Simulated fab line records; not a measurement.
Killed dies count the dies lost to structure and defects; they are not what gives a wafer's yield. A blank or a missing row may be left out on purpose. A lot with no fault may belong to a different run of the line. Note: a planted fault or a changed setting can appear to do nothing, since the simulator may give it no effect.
Chamber matching | flow sky130 | SKY_VIA2_CMP_02 on cmp-02 has 4 sister chambers
The step polishes SiO2. 14 wafers are shown with their chamber, then 7 later ones without.

WAFERS PAIRED WITH THEIR CHAMBERS
wafer  | chamber | motor_current_A (A)
L229.3 | 3       | 13.0
L229.4 | 2       | 14.0
L229.6 | 3       | 13.0
L228.3 | 3       | 12.7
L228.4 | 0       | 11.5
L228.6 | 0       | 11.6
L240.2 | 0       | 11.7
L240.5 | 1       | 12.9
L240.6 | 2       | 13.7
L241.4 | 0       | 10.9
L241.5 | 3       | 13.6
L241.6 | 0       | 11.0
L242.1 | 1       | 13.6
L242.4 | 3       | 13.4

SIGNATURES (averages over the wafers above)
reading         | chamber 0 | chamber 1 | chamber 2 | chamber 3 | scatter within a chamber
motor_current_A | 11.340    | 13.250    | 13.850    | 13.140    | 0.365
Rule: a wafer's distance from a chamber is the root of the sum, over the readings, of the square of ((its reading less the chamber's mean) divided by the reading's scatter). If the next closest chamber is less than 2 further off than the closest, the wafer can't be placed; otherwise it belongs to the closest. The scatter: take each reading less its chamber's mean, square it, sum over the shown wafers, divide by the number of wafers less the number of chambers, and take the root.

WAFERS WITH NO CHAMBER GIVEN
wafer  | motor_current_A (A)
L242.5 | 11.1
L244.4 | 11.7
L244.5 | 13.6
L244.6 | 13.3
L245.2 | 14.3
L245.4 | 13.5
L245.6 | 11.6

THE CHAMBER EACH PASSED THROUGH
wafer  | from the rows above          | in truth
L242.5 | 0                            | 0
L244.4 | 0                            | 0
L244.5 | can't be placed: 2 or 1 or 3 | 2
L244.6 | can't be placed: 1 or 3 or 2 | 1
L245.2 | can't be placed: 2 or 1 or 3 | 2
L245.4 | can't be placed: 1 or 2 or 3 | 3
L245.6 | 0                            | 0
3 of 7 placed correctly. Cannot be placed on the basis of these rows: 4; the candidates contain the true chamber in 4. Number placed wrongly: 0.
